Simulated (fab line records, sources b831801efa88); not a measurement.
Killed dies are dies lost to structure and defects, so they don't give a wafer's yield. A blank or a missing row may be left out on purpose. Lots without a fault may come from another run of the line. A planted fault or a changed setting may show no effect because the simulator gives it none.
fab line records | flow sky130
record lots=11 wafers=33 last_day=50
route steps=708 shown VIA3@593 CAP2M@617 METAL4@634 METAL5@662 PAD_OPEN@708
lots that met no fault: from a run of the same line without faults
start_h: hours from the record's first day to the start of the lot's first wafer shown | wait_h: hours since the lot's step before | " the same as in the row above | L1.1+2: a row that stands for several wafers | - no value, or no start given | * or withheld: withheld | < > ~ a bound
route shown NAME@n: a module of which the file shows steps, and the number in the route of the first | usual: mean/standard deviation of fault-free wafers | same: alike in all rows | chamber/n: place in a boat | sites: the reading at each site | _std_site: their standard deviation | _edge_site: outer sites' mean less inner sites' | radius_mm: how far each site lies from the wafer's centre | mask NAME#n: copy n | behind: the tool/chamber that last shaped the wafer | hold: why the lot was held/for how many hours/how that ended | device: the transistor (n, p or np) that didn't switch | end of line: the same wafers' tests at the end of the route | a step without rows: its recipe alone | killed: dies lost to structure and defects at the first sort, not the wafer's yield | map: a wafer's dies, x killed, . not, _ none there
set.NAME: the setting as run; set.NAME@STEP: as run at that earlier step | model.NAME: the simulator's own value behind a step, which no gauge read
steps of the route over a sample of lots; a table a step, a row a wafer
services: from which hour (start_h, from the record's first day; less than 0 if before it) a tool's chamber was out of use, for how many hours, and why
## steps
# step SKY_VIA3_SPUTTER_20
# recipe material=TiN target_thk_nm=20 chamber_pressure_pa=5 power_w=4000 time_s=80
# usual throttle_valve_pct=30.3/1.4
# columns lot.wafer tool chamber start_h wait_h throttle_valve_pct
L489.4 pvd_sputter-02 - 943.35 0.0 30.3
L489.5 " - " " 33.4
L489.6 " - " " 28.5
L490.1 pvd_sputter-04 - 952.80 0.0 30.0
L490.2 " - " " 29.4
L490.6 " - " " 30.9
L492.3 pvd_sputter-04 - 974.79 0.0 29.0
L492.5 " - " " 29.8
L492.6 " - " " 30.1
L503.2 pvd_sputter-02 - 1040.59 0.0 30.3
L503.3 " - " " 31.6
L503.4 " - " " 28.7
L502.1 pvd_sputter-03 - 1041.81 0.0 31.0
L502.2 " - " " 29.8
L502.3 " - " " 28.8
L505.2 pvd_sputter-02 - 1061.30 0.0 28.9
L505.4 " - " " 28.6
L505.6 " - " " 31.9
L506.4 pvd_sputter-02 - 1067.23 0.0 33.4
L506.5 " - " " 28.4
L506.6 " - " " 31.6
L507.2 pvd_sputter-02 - 1069.76 0.0 28.7
L507.3 " - " " 33.2
L507.4 " - " " 31.7
L508.3 pvd_sputter-03 - 1074.41 0.0 30.8
L508.4 " - " " 30.1
L508.5 " - " " 30.0
L509.2 pvd_sputter-04 - 1081.00 0.0 30.3
L509.5 " - " " 28.9
L509.6 " - " " 30.4
L511.1 pvd_sputter-03 - 1091.33 0.0 31.0
L511.2 " - " " 29.9
L511.6 " - " " 30.8
# step SKY_CAP2M_STRIP_14
# recipe chemistry=O2/N2 power_w=1400 pressure_mtorr=1500 platen_temp_c=withheld o2_flow_sccm=3000 n2_flow_sccm=300 overash_fraction=0.5
# usual drypump_motor_current_A=5.6/0.38 oes_product_au=0.711/0.0048 strip_time_to_endpoint_s=12.64/0.044
# columns lot.wafer tool chamber start_h wait_h drypump_motor_current_A oes_product_au rf_hours_counter_h strip_time_to_endpoint_s
L489.4 plasma_asher-02 0 968.29 0.1 5.3 0.705 - 12.54
L489.5 " 0 " " 5.3 0.714 - 12.58
L489.6 " 1 " " 5.7 0.713 - 12.60
L490.1 plasma_asher-01 0 978.57 0.1 5.0 0.707 55 12.62
L490.2 " 1 " " 6.1 0.709 55 12.68
L490.6 " 1 " " 6.1 0.712 - 12.63
L492.3 plasma_asher-01 0 1000.28 0.1 5.0 0.705 - 12.71
L492.5 " 1 " " 6.1 0.711 - 12.67
L492.6 " 0 " " 5.0 0.711 - 12.65
L503.2 plasma_asher-01 1 1063.80 0.1 6.1 0.704 65 12.62
L503.3 " 0 " " 5.0 0.707 - 12.64
L503.4 " 1 " " 6.1 0.706 - 12.65
L502.1 plasma_asher-01 0 1065.33 0.1 5.0 0.710 65 12.65
L502.2 " 1 " " 6.1 0.715 65 12.66
L502.3 " 1 " " 6.1 0.707 - 12.64
L505.2 plasma_asher-03 1 1083.93 0.1 5.8 0.722 35 12.65
L505.4 " 0 " " 5.5 0.706 - 12.64
L505.6 " 0 " " 5.5 0.712 - 12.60
L506.4 plasma_asher-03 1 1089.66 0.1 5.8 0.707 - 12.66
L506.5 " 0 " " 5.6 0.709 - 12.59
L506.6 " 1 " " 5.8 0.708 - 12.66
L507.2 plasma_asher-02 0 1091.25 0.1 5.3 0.708 94 12.56
L507.3 " 1 " " 5.7 0.705 - 12.58
L507.4 " 0 " " 5.3 0.708 - 12.55
L508.3 plasma_asher-03 0 1096.01 0.1 5.5 0.718 - 12.67
L508.4 " 1 " " 5.8 0.706 - 12.65
L508.5 " 1 " " 5.8 0.718 - 12.66
L509.2 plasma_asher-03 1 1102.45 0.1 5.8 0.724 37 12.66
L509.5 " 0 " " 5.6 0.716 - 12.64
L509.6 " 1 " " 5.8 0.711 - 12.68
L511.1 plasma_asher-02 0 1112.63 0.1 5.3 0.713 96 12.56
L511.2 " 1 " " 5.7 0.716 96 12.60
L511.6 " 0 " " 5.3 0.714 - 12.63
# step SKY_METAL4_METAL_ETCH_18
# recipe target_depth_a=8450 stop_on=SiO2 over_etch_frac=0.3 time_s=183.1 chemistry=Cl2/BCl3 resist_sidewall_deg=88 pressure_mtorr=10 icp_w=900 bias_w=48.5 Cl2_flow_sccm=60 bcl3_flow_sccm=30
# usual drypump_motor_current_A=5.9/0.42 he_backside_leak_sccm=3.3/0.43 oes_product_au=0.866/0.0061 throttle_valve_pct=22.264/0.0092
# columns lot.wafer tool chamber start_h wait_h drypump_motor_current_A he_backside_leak_sccm oes_product_au rf_hours_counter_h throttle_valve_pct
L489.4 rie_metal-04 0 993.19 0.1 5.1 3.1 0.873 - 22.256
L489.5 " 1 " " 6.1 3.4 0.864 - 22.253
L489.6 " 0 " " 5.1 3.2 0.870 - 22.260
L490.1 rie_metal-04 0 1002.80 0.0 5.1 3.0 0.863 5 22.264
L490.2 " 1 " " 6.0 3.5 0.864 9 22.276
L490.6 " 1 " " 6.1 3.5 0.870 - 22.253
L492.3 rie_metal-04 0 1023.95 0.1 5.1 3.0 0.874 - 22.267
L492.5 " 1 " " 6.1 3.4 0.869 - 22.256
L492.6 " 0 " " 5.1 3.2 0.869 - 22.269
L503.2 rie_metal-01 0 1085.54 0.0 6.4 3.3 0.869 22 22.269
L503.3 " 0 " " 6.4 3.3 0.857 - 22.254
L503.4 " 1 " " 5.8 3.7 0.873 - 22.261
L502.1 rie_metal-03 0 1088.01 0.0 5.9 3.0 0.860 3 22.266
L502.2 " 0 " " 6.0 2.8 0.857 - 22.261
L502.3 " 0 " " 6.0 3.1 0.863 - 22.265
L505.2 rie_metal-04 1 1105.36 0.0 6.0 3.3 0.871 15 22.256
L505.4 " 1 " " 6.1 3.3 0.869 - 22.266
L505.6 " 1 " " 6.1 3.3 0.862 - 22.261
L506.4 rie_metal-04 1 1110.52 0.1 6.1 3.4 0.858 - 22.265
L506.5 " 1 " " 6.0 3.5 0.857 - 22.262
L506.6 " 0 " " 5.1 3.3 0.859 - 22.268
L507.2 rie_metal-04 1 1112.41 0.0 6.0 3.4 0.859 16 22.267
L507.3 " 0 " " 5.1 3.2 0.861 - 22.261
L507.4 " 1 " " 6.0 3.4 0.862 - 22.260
L508.3 rie_metal-03 0 1116.87 0.1 6.0 2.9 0.858 - 22.269
L508.4 " 1 " " 6.2 3.2 0.858 - 22.259
L508.5 " 1 " " 6.2 3.1 0.864 - 22.264
L509.2 rie_metal-03 0 1122.86 0.0 5.9 3.1 0.860 6 22.266
L509.5 " 1 " " 6.2 3.3 0.864 - 22.269
L509.6 " 0 " " 5.9 3.2 0.864 - 22.269
L511.1 rie_metal-03 0 1133.12 0.0 5.9 3.0 0.868 7 22.278
L511.2 " 0 " " 6.0 3.0 0.872 - 22.266
L511.6 " 0 " " 5.9 3.1 0.868 - 22.275
# step SKY_METAL5_SPUTTER_01
# recipe material=TiN target_thk_nm=20 power_w=6500 time_s=16.7 chamber_pressure_pa=0.4
# usual throttle_valve_pct=30.5/1.3
# columns lot.wafer tool chamber start_h wait_h throttle_valve_pct
L489.4 pvd_sputter-03 - 1019.42 0.0 31.1
L489.5 " - " " 29.9
L489.6 " - " " 28.7
L490.1 pvd_sputter-04 - 1028.03 0.0 30.4
L490.2 " - " " 29.4
L490.6 " - " " 30.6
L492.3 pvd_sputter-03 - 1049.67 0.0 30.1
L492.5 " - " " 30.5
L492.6 " - " " 28.8
L503.2 pvd_sputter-04 - 1109.10 0.0 29.8
L503.3 " - " " 30.3
L503.4 " - " " 30.8
L502.1 pvd_sputter-02 - 1110.87 0.0 33.4
L502.2 " - " " 31.6
L502.3 " - " " 30.7
L505.2 pvd_sputter-04 - 1128.16 0.0 29.7
L505.4 " - " " 30.2
L505.6 " - " " 30.4
L506.4 pvd_sputter-03 - 1132.97 0.0 30.1
L506.5 " - " " 31.0
L506.6 " - " " 30.6
L507.2 pvd_sputter-03 - 1135.56 0.0 30.1
L507.3 " - " " 28.6
L507.4 " - " " 31.0
L508.3 pvd_sputter-04 - 1138.47 0.0 30.2
L508.4 " - " " 29.4
L508.5 " - " " 30.0
L509.2 pvd_sputter-04 - 1145.11 0.0 29.1
L509.5 " - " " 30.2
L509.6 " - " " 29.7
L511.1 pvd_sputter-02 - 1154.89 0.0 31.8
L511.2 " - " " 28.7
L511.6 " - " " 32.0
# step SKY_PAD_OPEN_PROBE_99
# usual defect_limited_yield=82.7/1.9 killed_at_M0_to_M3=43/7.1 killed_at_M4_up=3.2/1.9 killed_at_contacts=23/5.1 killed_at_front_end=15/4.5 killed_at_other=0.4/0.65 killed_dies=85/9.4 killed_open=47/6.8 killed_short=38/6.1 sort_bin_3_pad_short=0.8/0.38 sort_bin_5_function=10.3/1.5 sort_bin_6_memory=6.2/1.1 sort_n_pass=407/9.4 sort_yield_pct=82.7/1.9
# same gross_dies=492 killed_at_back_side=0 sort_bin_4_leakage[%]=0 sort_bin_8_speed[%]=0
# columns lot.wafer tool chamber start_h wait_h defect_limited_yield[%] killed_at_M0_to_M3 killed_at_M4_up killed_at_contacts killed_at_front_end killed_at_other killed_dies killed_open killed_short sort_bin_3_pad_short[%] sort_bin_5_function[%] sort_bin_6_memory[%] sort_n_pass sort_yield_pct[%]
L492.3 prober-02 - 1115.88 0.2 80.7 44 1 30 19 1 95 47 48 1.0 9.6 8.7 397 80.7
L492.5 prober-02 - 1115.98 0.2 76.4 38 45 23 10 0 116 38 34 3.9 15.4 4.3 376 76.4
L492.6 prober-02 - 1116.03 0.2 83.3 43 5 19 13 2 82 41 41 1.6 10.2 4.9 410 83.3
L507.3 prober-01 - 1189.83 0.2 85.0 41 6 12 15 0 74 39 34 0.4 8.5 6.1 418 85.0
# killed by level:class
L492.3 CONTACT:geometric_particle:open=8 VIA1:geometric_particle:open=8 LI_CONTACT:geometric_particle:open=7 VIA2:geometric_particle:open=7 CONTACT:geometric_particle:short=6 LOCAL_INTERCONNECT:geometric_particle:short=6 METAL2:geometric_particle:short=6 VIA3:geometric_particle:short=5
L492.5 METAL4:unspecified=44 VIA2:geometric_particle:open=9 LI_CONTACT:geometric_particle:open=8 VIA1:geometric_particle:open=7 CONTACT:geometric_particle:short=5 METAL1:geometric_particle:short=4 LOCAL_INTERCONNECT:geometric_particle:short=4 CONTACT:geometric_particle:open=4
L492.6 VIA1:geometric_particle:open=9 LI_CONTACT:geometric_particle:open=6 LOCAL_INTERCONNECT:geometric_particle:short=5 METAL2:geometric_particle:short=5 FIELD_ISO:geometric_particle:short=4 CONTACT:geometric_particle:short=4 METAL1:geometric_particle:short=4 METAL2:geometric_particle:open=4
L507.3 VIA1:geometric_particle:open=12 VIA3:geometric_particle:open=7 VIA1:geometric_particle:short=7 FIELD_ISO:geometric_particle:short=5 LI_CONTACT:geometric_particle:open=5 POLY_GATE:geometric_particle:open=4 CONTACT:geometric_particle:short=4 METAL1:geometric_particle:short=4
## services
# columns tool chamber start_h hours kind
pvd_sputter-03 0 920.04 - consumable_replace:kit
rie_metal-01 1 934.01 1.2 repair
rie_metal-03 - 946.67 14.6 pm
rie_metal-01 - 951.07 2.8 pm
pvd_sputter-04 - 983.99 1.9 repair
pvd_sputter-02 - 1001.31 36.9 repair
plasma_asher-02 - 1001.48 18.3 repair
rie_metal-03 0 1001.60 3.1 repair
plasma_asher-03 - 1006.01 2.8 pm
rie_metal-01 1 1040.95 5.8 repair
rie_metal-03 1 1048.03 3.3 repair
pvd_sputter-04 - 1057.39 14.6 repair
pvd_sputter-03 - 1072.37 1.8 repair
rie_metal-03 0 1073.30 11.9 repair
pvd_sputter-03 - 1074.54 0.5 repair
plasma_asher-02 - 1075.65 3.7 repair
pvd_sputter-04 2 1101.77 - consumable_replace:kit
pvd_sputter-04 2 1101.77 18.0 scheduled_down
pvd_sputter-04 2 1101.77 18.0 vent_cycle
rie_metal-04 - 1124.42 2.8 pm
rie_metal-03 1 1132.69 27.7 repair
plasma_asher-01 - 1143.21 0.6 repair
rie_metal-04 - 1148.70 1.3 repair
pvd_sputter-02 - 1153.65 1.1 repair
## key
first_sign step=SKY_PAD_OPEN_PROBE_99 reading=killed_at_M4_up direction=up sigmas=22 usual=3.2 struck=45
effect step=SKY_PAD_OPEN_PROBE_99 reading=sort_bin_3_pad_short direction=up sigmas=8 usual=0.8 struck=3.9
met_at SKY_METAL4_METAL_ETCH_18
struck_lots L492
struck_wafers L492.5
not_acting_at SKY_VIA3_SPUTTER_20,SKY_CAP2M_STRIP_14,SKY_METAL5_SPUTTER_01
onset_between 1002.80 1023.95
fault kind=chamber_particle_source tool=rie_metal-04 chamber=1 onset_h=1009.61 steps=SKY_METAL4_METAL_ETCH_18 rate_per_visit_cm2=1.1852 end_h=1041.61
